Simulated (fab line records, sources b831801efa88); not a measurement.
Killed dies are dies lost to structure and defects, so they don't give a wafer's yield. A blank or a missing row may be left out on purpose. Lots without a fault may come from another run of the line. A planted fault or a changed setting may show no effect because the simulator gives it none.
fab line records | flow gf180mcu | part 1 of 2: steps 1 to 33 of 46
record lots=5 wafers=15 last_day=34
route steps=602 shown HV_LDD@198 NSD@235
lots that met no fault: from a run of the same line without faults
start_h: hours from the record's first day to the start of the lot's first wafer shown | wait_h: hours since the lot's step before | " the same as in the row above | L1.1+2: a row that stands for several wafers | - no value, or no start given | * or withheld: withheld | < > ~ a bound
route shown NAME@n: a module of which the file shows steps, and the number in the route of the first | usual: mean/standard deviation of fault-free wafers | same: alike in all rows | chamber/n: place in a boat | sites: the reading at each site | _std_site: their standard deviation | _edge_site: outer sites' mean less inner sites' | radius_mm: how far each site lies from the wafer's centre | mask NAME#n: copy n | behind: the tool/chamber that last shaped the wafer | hold: why the lot was held/for how many hours/how that ended | device: the transistor (n, p or np) that didn't switch | end of line: the same wafers' tests at the end of the route | a step without rows: its recipe alone | killed: dies lost to structure and defects at the first sort, not the wafer's yield | map: a wafer's dies, x killed, . not, _ none there
set.NAME: the setting as run; set.NAME@STEP: as run at that earlier step | model.NAME: the simulator's own value behind a step, which no gauge read
lots at some steps of the route; a table a step, a row a wafer
services: from which hour (start_h, from the record's first day; less than 0 if before it) a tool's chamber was out of use, for how many hours, and why
## steps
# step GF_HV_LDD_STRIP_22
# recipe chemistry=O2/N2 power_w=1400 pressure_mtorr=1500 platen_temp_c=250 o2_flow_sccm=3000 n2_flow_sccm=300 overash_fraction=0.5
# usual drypump_motor_current_A=5.9/0.37 heater_power_w=338/65 oes_product_au=0.717/0.0048 strip_time_to_endpoint_s=12.67/0.033
# columns lot.wafer tool chamber start_h wait_h drypump_motor_current_A heater_power_w oes_product_au rf_hours_counter_h strip_time_to_endpoint_s
L082.1 plasma_asher-03 0 293.97 0.1 6.0 427 0.724 65 12.66
L082.3 " 1 " " 5.4 256 0.718 - 12.66
L082.6 " 1 " " 5.4 264 0.713 - 12.64
L085.2 plasma_asher-01 1 320.72 0.1 6.6 311 0.723 23 12.63
L085.3 " 0 " " 5.8 302 0.722 - 12.66
L085.5 " 1 " " 6.6 302 0.716 - 12.64
L091.2 plasma_asher-01 1 363.67 0.1 6.5 313 0.714 27 12.66
L091.3 " 0 " " 5.8 302 0.711 - 12.65
L091.4 " 1 " " 6.6 304 0.719 - 12.63
L094.2 plasma_asher-03 0 387.88 0.1 6.0 412 0.718 75 12.70
L094.3 " 0 " " 6.1 430 0.700 - 12.69
L094.6 " 1 " " 5.4 259 0.718 - 12.70
L096.1 plasma_asher-02 1 402.81 0.1 5.7 347 0.723 60 12.68
L096.3 " 0 " " 6.2 352 0.719 - 12.66
L096.6 " 1 " " 5.7 352 0.716 - 12.69
# step GF_HV_LDD_TW_MEAS_23
# usual HV_LDD_2_TW=1058/9.6
# columns lot.wafer tool chamber start_h wait_h HV_LDD_2_TW
L082.1 film_metro-02 - 294.07 0.1 1058
L082.3 " - " " 1060
L082.6 " - " " 1062
L085.2 film_metro-02 - 320.83 0.1 1065
L085.3 " - " " 1065
L085.5 " - " " 1070
L091.2 film_metro-03 - 363.78 0.1 1050
L091.3 " - " " 1053
L091.4 " - " " 1046
L094.2 film_metro-02 - 387.99 0.1 1072
L094.3 " - " " 1068
L094.6 " - " " 1074
L096.1 film_metro-03 - 402.91 0.1 1054
L096.3 " - " " 1059
L096.6 " - " " 1056
# step GF_HV_LDD_DEHYDRATE_24
# recipe temp_c=200 time_s=60
# columns lot.wafer tool chamber start_h wait_h
L082.1+3+6 litho_track-02 0 303.21 9.1
L085.2+3+5 litho_track-03 0 330.80 10.0
L091.2+3+4 litho_track-04 0 373.93 10.1
L094.2+3+6 litho_track-03 0 398.15 10.1
L096.1+3+6 litho_track-04 0 413.86 10.9
# step GF_HV_LDD_HMDS_25
# recipe prime_time_s=60 prime_temp_c=120
# columns lot.wafer tool chamber start_h wait_h
L082.1+3+6 litho_track-02 0 303.36 0.1
L085.2+3+5 litho_track-03 0 330.95 0.1
L091.2+3+4 litho_track-04 0 374.08 0.1
L094.2+3+6 litho_track-03 0 398.30 0.1
L096.1+3+6 litho_track-04 0 414.01 0.1
# step GF_HV_LDD_COAT_26
# recipe resist=NOVOLAK spin_rpm=3000 resist_thk_nm=1000
# columns lot.wafer tool chamber start_h wait_h
L082.1+3+6 litho_track-02 0 303.51 0.1
L085.2+3+5 litho_track-03 0 331.10 0.1
L091.2+3+4 litho_track-04 0 374.23 0.1
L094.2+3+6 litho_track-03 0 398.45 0.1
L096.1+3+6 litho_track-04 0 414.16 0.1
# step GF_HV_LDD_SOFTBAKE_27
# recipe temp_c=90 time_s=60 resist=NOVOLAK
# columns lot.wafer tool chamber start_h wait_h
L082.1+3+6 litho_track-02 0 303.66 0.1
L085.2+3+5 litho_track-03 0 331.25 0.1
L091.2+3+4 litho_track-04 0 374.38 0.1
L094.2+3+6 litho_track-03 0 398.60 0.1
L096.1+3+6 litho_track-04 0 414.31 0.1
# step GF_HV_LDD_EXPOSE_28
# recipe mask_id=Nplus_HV_AREA target_cd_nm=400 na=0.6 source_shape=conventional sigma_outer=0.6 dose_mj=140
# columns lot.wafer tool chamber start_h wait_h mask
L082.1+3+6 iline_stepper-01 0 - - Nplus_HV_AREA#0
L085.2+3+5 iline_stepper-02 0 - - Nplus_HV_AREA#0
L091.2+3+4 iline_stepper-01 0 - - Nplus_HV_AREA#0
L094.2+3+6 iline_stepper-02 0 - - Nplus_HV_AREA#0
L096.1+3+6 iline_stepper-01 0 - - Nplus_HV_AREA#0
# step GF_HV_LDD_PEB_29
# recipe temp_c=withheld time_s=* resist=NOVOLAK
# columns lot.wafer tool chamber start_h wait_h
L082.1+3+6 litho_track-03 0 - -
L085.2+3+5 litho_track-03 0 - -
L091.2+3+4 litho_track-03 0 - -
L094.2+3+6 litho_track-02 0 - -
L096.1+3+6 litho_track-04 0 - -
# step GF_HV_LDD_DEVELOP_30
# recipe develop_time_s=60 dev_temp_c=23
# columns lot.wafer tool chamber start_h wait_h
L082.1+3+6 litho_track-03 0 314.28 0.1
L085.2+3+5 litho_track-03 0 341.30 0.1
L091.2+3+4 litho_track-03 0 385.25 0.1
L094.2+3+6 litho_track-02 0 409.03 0.1
L096.1+3+6 litho_track-04 0 426.16 0.1
# step GF_HV_LDD_CD_MEAS_31
# recipe target_cd_nm=400
# usual cd_nm=399.9/2.8
# columns lot.wafer tool chamber start_h wait_h cd_nm
L082.1 cd_sem-02 - 314.43 0.1 399.5
L082.3 " - " " 400.9
L082.6 " - " " 399.7
L085.2 cd_sem-02 - 341.45 0.1 398.6
L085.3 " - " " 400.2
L085.5 " - " " 400.1
L091.2 cd_sem-02 - 385.39 0.1 400.1
L091.3 " - " " 399.4
L091.4 " - " " 399.4
L094.2 cd_sem-01 - 409.17 0.1 402.3
L094.3 " - " " 402.2
L094.6 " - " " 399.7
L096.1 cd_sem-01 - 426.31 0.1 396.8
L096.3 " - " " 395.6
L096.6 " - " " 395.9
# step GF_HV_LDD_OVL_MEAS_32
# usual HV_LDD_02_OVL=-0.2/1.4
# columns lot.wafer tool chamber start_h wait_h HV_LDD_02_OVL[nm]
L082.1 overlay-02 - 314.55 0.1 0.3
L082.3 " - " " -0.2
L082.6 " - " " -0.1
L085.2 overlay-01 - 341.55 0.1 -0.5
L085.3 " - " " -1.9
L085.5 " - " " -2.3
L091.2 overlay-01 - 385.50 0.1 -3.7
L091.3 " - " " -0.3
L091.4 " - " " -0.5
L094.2 overlay-02 - 409.28 0.1 2.9
L094.3 " - " " -0.1
L094.6 " - " " 1.0
L096.1 overlay-02 - 426.43 0.1 -0.7
L096.3 " - " " -1.4
L096.6 " - " " -0.4
# step GF_HV_LDD_IMPLANT_33
# recipe species=P energy_kev=60 dose_cm2=7.5e+12 tilt_deg=32.15 rotation_deg=0
# same implant_ion_amu=31
# columns lot.wafer tool chamber start_h wait_h
L082.1+3+6 implanter-03 0 314.58 0.0
L085.2+3+5 implanter-01 0 341.61 0.0
L091.2+3+4 implanter-02 0 385.56 0.0
L094.2+3+6 implanter-01 0 409.34 0.0
L096.1+3+6 implanter-02 0 426.46 0.0
# step GF_HV_LDD_IMPLANT_34
# recipe species=P energy_kev=60 dose_cm2=7.5e+12 tilt_deg=30 rotation_deg=90
# same implant_ion_amu=31
# columns lot.wafer tool chamber start_h wait_h
L082.1+3+6 implanter-03 0 314.73 0.1
L085.2+3+5 implanter-01 0 341.76 0.1
L091.2+3+4 implanter-02 0 385.71 0.1
L094.2+3+6 implanter-01 0 409.49 0.1
L096.1+3+6 implanter-02 0 426.61 0.1
# step GF_HV_LDD_IMPLANT_35
# recipe species=P energy_kev=60 dose_cm2=7.5e+12 tilt_deg=30 rotation_deg=180
# same implant_ion_amu=31
# columns lot.wafer tool chamber start_h wait_h
L082.1+3+6 implanter-03 0 314.88 0.1
L085.2+3+5 implanter-01 0 341.91 0.1
L091.2+3+4 implanter-02 0 385.86 0.1
L094.2+3+6 implanter-01 0 409.64 0.1
L096.1+3+6 implanter-02 0 426.76 0.1
# step GF_HV_LDD_IMPLANT_36
# recipe species=P energy_kev=60 dose_cm2=7.5e+12 tilt_deg=30 rotation_deg=270
# same implant_ion_amu=31
# columns lot.wafer tool chamber start_h wait_h
L082.1+3+6 implanter-03 0 315.03 0.1
L085.2+3+5 implanter-01 0 342.06 0.1
L091.2+3+4 implanter-02 0 386.01 0.1
L094.2+3+6 implanter-01 0 409.79 0.1
L096.1+3+6 implanter-02 0 426.91 0.1
# step GF_HV_LDD_STRIP_37
# recipe chemistry=O2/N2 power_w=1400 pressure_mtorr=1500 platen_temp_c=250 o2_flow_sccm=3000 n2_flow_sccm=300 overash_fraction=0.5
# usual drypump_motor_current_A=6.0/0.4 heater_power_w=328/49 oes_product_au=0.716/0.0048 strip_time_to_endpoint_s=12.63/0.034
# columns lot.wafer tool chamber start_h wait_h drypump_motor_current_A heater_power_w oes_product_au rf_hours_counter_h strip_time_to_endpoint_s
L082.1 plasma_asher-01 1 315.18 0.1 6.6 306 0.716 22 12.67
L082.3 " 0 " " 5.7 311 0.717 - 12.66
L082.6 " 1 " " 6.6 313 0.718 - 12.66
L085.2 plasma_asher-02 1 342.18 0.1 5.7 347 0.717 55 12.68
L085.3 " 1 " " 5.7 350 0.726 - 12.61
L085.5 " 1 " " 5.7 349 0.710 - 12.66
L091.2 plasma_asher-03 0 386.13 0.1 6.0 418 0.713 75 12.55
L091.3 " 0 " " 6.0 439 0.710 - 12.61
L091.4 " 1 " " 5.4 263 0.718 - 12.56
L094.2 plasma_asher-01 0 409.91 0.1 5.8 304 0.716 32 12.61
L094.3 " 1 " " 6.6 316 0.712 - 12.65
L094.6 " 0 " " 5.8 307 0.715 - 12.64
L096.1 plasma_asher-03 1 427.06 0.1 5.4 271 0.715 80 12.66
L096.3 " 0 " " 6.0 423 0.709 - 12.63
L096.6 " 0 " " 6.0 423 0.723 - 12.61
# step GF_HV_LDD_TW_MEAS_38
# usual HV_LDD_3_TW=1435/13
# columns lot.wafer tool chamber start_h wait_h HV_LDD_3_TW
L082.1 film_metro-02 - 315.28 0.1 1446
L082.3 " - " " 1452
L082.6 " - " " 1447
L085.2 film_metro-02 - 342.29 0.1 1452
L085.3 " - " " 1457
L085.5 " - " " 1450
L091.2 film_metro-03 - 386.24 0.1 1439
L091.3 " - " " 1430
L091.4 " - " " 1434
L094.2 film_metro-03 - 410.02 0.1 1430
L094.3 " - " " 1425
L094.6 " - " " 1434
L096.1 film_metro-02 - 427.16 0.1 1448
L096.3 " - " " 1446
L096.6 " - " " 1459
# step GF_HV_LDD_DEHYDRATE_39
# recipe temp_c=200 time_s=60
# columns lot.wafer tool chamber start_h wait_h
L082.1+3+6 litho_track-04 0 324.71 9.4
L085.2+3+5 litho_track-02 0 352.48 10.2
L091.2+3+4 litho_track-03 0 396.90 10.6
L094.2+3+6 litho_track-04 0 421.58 11.6
L096.1+3+6 litho_track-02 0 438.05 10.9
# step GF_HV_LDD_HMDS_40
# recipe prime_time_s=60 prime_temp_c=120
# columns lot.wafer tool chamber start_h wait_h
L082.1+3+6 litho_track-04 0 324.86 0.1
L085.2+3+5 litho_track-02 0 352.63 0.1
L091.2+3+4 litho_track-03 0 397.05 0.1
L094.2+3+6 litho_track-04 0 421.73 0.1
L096.1+3+6 litho_track-02 0 438.20 0.1
# step GF_HV_LDD_COAT_41
# recipe resist=NOVOLAK spin_rpm=3000 resist_thk_nm=1000
# columns lot.wafer tool chamber start_h wait_h
L082.1+3+6 litho_track-04 0 325.01 0.1
L085.2+3+5 litho_track-02 0 352.78 0.1
L091.2+3+4 litho_track-03 0 397.20 0.1
L094.2+3+6 litho_track-04 0 421.88 0.1
L096.1+3+6 litho_track-02 0 438.35 0.1
# step GF_HV_LDD_SOFTBAKE_42
# recipe temp_c=90 time_s=60 resist=NOVOLAK
# columns lot.wafer tool chamber start_h wait_h
L082.1+3+6 litho_track-04 0 325.16 0.1
L085.2+3+5 litho_track-02 0 352.93 0.1
L091.2+3+4 litho_track-03 0 397.35 0.1
L094.2+3+6 litho_track-04 0 422.03 0.1
L096.1+3+6 litho_track-02 0 438.50 0.1
# step GF_HV_LDD_EXPOSE_43
# recipe mask_id=Pplus_HV_AREA target_cd_nm=400 na=0.6 source_shape=conventional sigma_outer=0.6 dose_mj=140
# columns lot.wafer tool chamber start_h wait_h mask
L082.1+3+6 iline_stepper-02 0 - - Pplus_HV_AREA#0
L085.2+3+5 iline_stepper-01 0 - - Pplus_HV_AREA#0
L091.2+3+4 iline_stepper-01 0 - - Pplus_HV_AREA#0
L094.2+3+6 iline_stepper-02 0 - - Pplus_HV_AREA#0
L096.1+3+6 iline_stepper-01 0 - - Pplus_HV_AREA#0
# step GF_HV_LDD_PEB_44
# recipe temp_c=withheld time_s=* resist=NOVOLAK
# columns lot.wafer tool chamber start_h wait_h
L082.1+3+6 litho_track-02 0 - -
L085.2+3+5 litho_track-03 0 - -
L091.2+3+4 litho_track-04 0 - -
L094.2+3+6 litho_track-02 0 - -
L096.1+3+6 litho_track-04 0 - -
# step GF_HV_LDD_DEVELOP_45
# recipe develop_time_s=60 dev_temp_c=23
# columns lot.wafer tool chamber start_h wait_h
L082.1+3+6 litho_track-02 0 336.01 0.1
L085.2+3+5 litho_track-03 0 364.15 0.1
L091.2+3+4 litho_track-04 0 407.93 0.1
L094.2+3+6 litho_track-02 0 433.58 0.1
L096.1+3+6 litho_track-04 0 450.31 0.1
# step GF_HV_LDD_CD_MEAS_46
# recipe target_cd_nm=400
# usual cd_nm=399.7/1.8
# columns lot.wafer tool chamber start_h wait_h cd_nm
L082.1 cd_sem-01 - 336.16 0.1 399.8
L082.3 " - " " 401.9
L082.6 " - " " 401.9
L085.2 cd_sem-02 - 364.30 0.1 402.9
L085.3 " - " " 402.2
L085.5 " - " " 401.9
L091.2 cd_sem-01 - 408.08 0.1 398.9
L091.3 " - " " 398.3
L091.4 " - " " 396.8
L094.2 cd_sem-02 - 433.72 0.1 402.1
L094.3 " - " " 404.4
L094.6 " - " " 399.3
L096.1 cd_sem-02 - 450.46 0.1 402.8
L096.3 " - " " 402.1
L096.6 " - " " 400.1
# step GF_HV_LDD_OVL_MEAS_47
# usual HV_LDD_03_OVL=0.8/1.6
# columns lot.wafer tool chamber start_h wait_h HV_LDD_03_OVL[nm]
L082.1 overlay-01 - 336.28 0.1 -0.5
L082.3 " - " " -1.1
L082.6 " - " " 1.0
L085.2 overlay-01 - 364.40 0.1 -0.6
L085.3 " - " " -0.1
L085.5 " - " " -0.9
L091.2 overlay-01 - 408.18 0.1 4.2
L091.3 " - " " -0.5
L091.4 " - " " 0.1
L094.2 overlay-01 - 433.83 0.1 2.4
L094.3 " - " " -1.1
L094.6 " - " " 0.1
L096.1 overlay-01 - 450.58 0.1 0.1
L096.3 " - " " 1.4
L096.6 " - " " -2.1
# step GF_HV_LDD_IMPLANT_48
# recipe species=B energy_kev=25 dose_cm2=3e+13 tilt_deg=7
# same implant_ion_amu=11
# columns lot.wafer tool chamber start_h wait_h
L082.1+3+6 implanter-03 0 336.31 0.0
L085.2+3+5 implanter-01 0 364.46 0.0
L091.2+3+4 implanter-01 0 408.24 0.0
L094.2+3+6 implanter-02 0 433.88 0.0
L096.1+3+6 implanter-01 0 450.61 0.0
# step GF_HV_LDD_STRIP_49
# recipe chemistry=O2/N2 power_w=1400 pressure_mtorr=1500 platen_temp_c=250 o2_flow_sccm=3000 n2_flow_sccm=300 overash_fraction=0.5
# usual drypump_motor_current_A=5.9/0.39 heater_power_w=332/58 oes_product_au=0.716/0.0045 strip_time_to_endpoint_s=12.62/0.034
# columns lot.wafer tool chamber start_h wait_h drypump_motor_current_A heater_power_w oes_product_au rf_hours_counter_h strip_time_to_endpoint_s
L082.1 plasma_asher-03 0 336.46 0.1 6.0 411 0.723 69 12.64
L082.3 " 1 " " 5.4 253 0.718 - 12.64
L082.6 " 1 " " 5.4 258 0.718 - 12.59
L085.2 plasma_asher-01 1 364.58 0.1 6.5 309 0.711 27 12.59
L085.3 " 1 " " 6.5 315 0.716 - 12.63
L085.5 " 1 " " 6.5 307 0.714 - 12.61
L091.2 plasma_asher-01 0 408.36 0.1 5.8 307 0.712 32 12.61
L091.3 " 1 " " 6.5 313 0.719 - 12.65
L091.4 " 0 " " 5.8 314 0.713 - 12.63
L094.2 plasma_asher-03 0 434.01 0.1 6.0 432 0.714 80 12.58
L094.3 " 0 " " 6.0 445 0.714 - 12.58
L094.6 " 1 " " 5.4 265 0.717 - 12.57
L096.1 plasma_asher-03 0 450.76 0.1 6.0 429 0.720 82 12.66
L096.3 " 1 " " 5.4 256 0.719 - 12.63
L096.6 " 1 " " 5.4 259 0.718 - 12.64
# step GF_HV_LDD_TW_MEAS_50
# usual HV_LDD_4_TW=569/4.1
# columns lot.wafer tool chamber start_h wait_h HV_LDD_4_TW
L082.1 film_metro-03 - 336.56 0.1 568
L082.3 " - " " 568
L082.6 " - " " 566
L085.2 film_metro-03 - 364.69 0.1 569
L085.3 " - " " 568
L085.5 " - " " 572
L091.2 film_metro-03 - 408.47 0.1 569
L091.3 " - " " 567
L091.4 " - " " 567
L094.2 film_metro-03 - 434.13 0.1 567
L094.3 " - " " 569
L094.6 " - " " 570
L096.1 film_metro-02 - 450.86 0.1 573
L096.3 " - " " 577
L096.6 " - " " 576
# step GF_HV_LDD_CLEAN_51
# recipe chemistry=SC1/SC2 mix=1:4:20 temp_c=70 time_s=150 dry=n2_spin
# usual bath_guard_temp_C=70.0/0.34
# columns lot.wafer tool chamber start_h wait_h bath_guard_temp_C
L082.1 wet_bench-01 2 336.62 0.1 69.8
L082.3 " 2 " " 69.8
L082.6 " 2 " " 70.2
L085.2 wet_bench-04 2 364.74 0.0 69.6
L085.3 " 2 " " 69.2
L085.5 " 2 " " 69.8
L091.2 wet_bench-01 0 408.52 0.0 70.2
L091.3 " 0 " " 70.6
L091.4 " 0 " " 70.1
L094.2 wet_bench-04 3 434.18 0.0 69.8
L094.3 " 3 " " 70.3
L094.6 " 3 " " 69.9
L096.1 wet_bench-04 1 450.92 0.1 70.3
L096.3 " 1 " " 69.8
L096.6 " 1 " " 70.2
# step GF_HV_LDD_RTA_52
# recipe temp_c=1000 time_s=10 ambient=N2
# usual lamp_power_pct=31.7/1.5 wafer_temp_C_max=1003.6/1.2
# columns lot.wafer tool chamber start_h wait_h lamp_power_pct wafer_temp_C_max
L082.1 rtp_anneal-02 0 336.67 0.0 29.9 1004.2
L082.3 " 0 " " 29.9 1003.9
L082.6 " 0 " " 29.9 1003.7
L085.2 rtp_anneal-02 0 364.80 0.0 29.9 1004.0
L085.3 " 0 " " 29.9 1004.5
L085.5 " 0 " " 29.9 1004.1
L091.2 rtp_anneal-02 0 408.59 0.0 29.9 1004.7
L091.3 " 0 " " 29.9 1005.9
L091.4 " 0 " " 29.8 1004.5
L094.2 rtp_anneal-01 0 434.24 0.0 33.0 1002.9
L094.3 " 0 " " 33.0 1003.2
L094.6 " 0 " " 33.0 1003.9
L096.1 rtp_anneal-01 0 450.98 0.0 33.0 1002.4
L096.3 " 0 " " 33.0 1001.9
L096.6 " 0 " " 33.0 1002.4
# step GF_HV_LDD_CVD_54
# recipe material=SiO2 target_thk_nm=10 precursor=TEOS temp_c=680 time_s=75 pressure_mtorr=400
# usual pressure_mtorr=400.0/0.89 spike_tc_top_C=694.6/1.2
# columns lot.wafer tool chamber start_h wait_h pressure_mtorr spike_tc_top_C
L082.1 lpcvd-01 1 336.86 0.1 400.0 694.2
L082.3 " 1 " " 400.7 694.6
L082.6 " 1 " " 400.8 695.8
L085.2 lpcvd-01 1 364.98 0.1 398.8 694.3
L085.3 " 1 " " 400.1 694.1
L085.5 " 1 " " 398.4 693.6
L091.2 lpcvd-01 1 408.76 0.1 401.0 694.3
L091.3 " 1 " " 400.6 693.9
L091.4 " 1 " " 400.7 696.1
L094.2 lpcvd-01 0 434.42 0.1 399.5 695.0
L094.3 " 0 " " 400.3 695.9
L094.6 " 0 " " 400.8 694.5
L096.1 lpcvd-02 1 451.16 0.1 400.5 694.8
L096.3 " 1 " " 400.9 694.9
L096.6 " 1 " " 399.8 693.7
# step GF_HV_LDD_THK_MEAS_55
# recipe reads=SiO2_of_HV_LDD_CVD_54
# usual HV_LDD_CVD_54_THK=9.93/0.13
# columns lot.wafer tool chamber start_h wait_h HV_LDD_CVD_54_THK[nm]
L082.1 film_metro-01 - 337.88 0.0 10.19
L082.3 " - " " 10.08
L082.6 " - " " 10.12
L085.2 film_metro-01 - 366.01 0.0 9.93
L085.3 " - " " 9.89
L085.5 " - " " 9.83
L091.2 film_metro-02 - 409.79 0.0 9.94
L091.3 " - " " 9.86
L091.4 " - " " 9.91
L094.2 film_metro-02 - 435.45 0.0 9.82
L094.3 " - " " 9.72
L094.6 " - " " 9.72
L096.1 film_metro-01 - 452.19 0.0 10.08
L096.3 " - " " 10.14
L096.6 " - " " 10.03
